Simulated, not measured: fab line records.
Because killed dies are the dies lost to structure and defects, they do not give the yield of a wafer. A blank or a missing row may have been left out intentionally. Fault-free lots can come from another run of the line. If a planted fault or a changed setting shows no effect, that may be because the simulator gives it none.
A single fault, viewed from 2 desks | flow gf180mcu | only its own numbers are on each desk; what lay behind them is given at the end

FROM THE METROLOGY DESK
Lot by lot, what the gauges showed, no matter which tool ran the lot: averages of those sampled wafers that carry a number. Any lot whose mean is over 4 standard deviations away from the usual mean is out of limits and marked OUT; that distance is given in the brackets.
Columns: A = CONTACT_W_RS at GF_CONTACT_RS_MEAS_25, usual 0.381 ohm/sq; B = CONTACT_W_THK at GF_CONTACT_THK_MEAS_26, usual 297 nm
lot  | first seen here | A     | B
L308 | day 16 14:24    | 0.381 | 298
L310 | day 17 04:02    | 0.382 | 291
L316 | day 19 09:53    | 0.390 | 289
L325 | day 22 14:58    | 0.375 | 310
L328 | day 24 01:41    | 0.378 | 303
This desk's verdict: no lot among the 5 shows anything out of limits.

FOR THE TOOL OWNER'S DESK: pvd-sputter-01
The tool's own readings at GF_M1_SPUTTER_00 (material Ti, target thk 37.5 nm, time 150 s): means of the sampled wafers that have a number, for each lot that ran on this tool. Any lot whose mean is over 4 standard deviations away from the usual mean is out of limits and marked OUT; that distance is given in the brackets.
Columns: A = chamber-pressure-pa at GF_M1_SPUTTER_00, usual 2.000 Pa; B = throttle-valve-pct at GF_M1_SPUTTER_00, usual 30.8 %
lot  | first seen here | A     | B
L310 | day 17 04:31    | 2.002 | 30.2
L316 | day 19 10:20    | 2.002 | 30.3
This desk's verdict: no lot among the 2 shows anything out of limits.

ALL TOGETHER
Nothing out of limits was seen by the metrology desk.
Nothing out of limits was seen by the tool owner's desk.

WHAT THE SIMULATOR HAD INSERTED
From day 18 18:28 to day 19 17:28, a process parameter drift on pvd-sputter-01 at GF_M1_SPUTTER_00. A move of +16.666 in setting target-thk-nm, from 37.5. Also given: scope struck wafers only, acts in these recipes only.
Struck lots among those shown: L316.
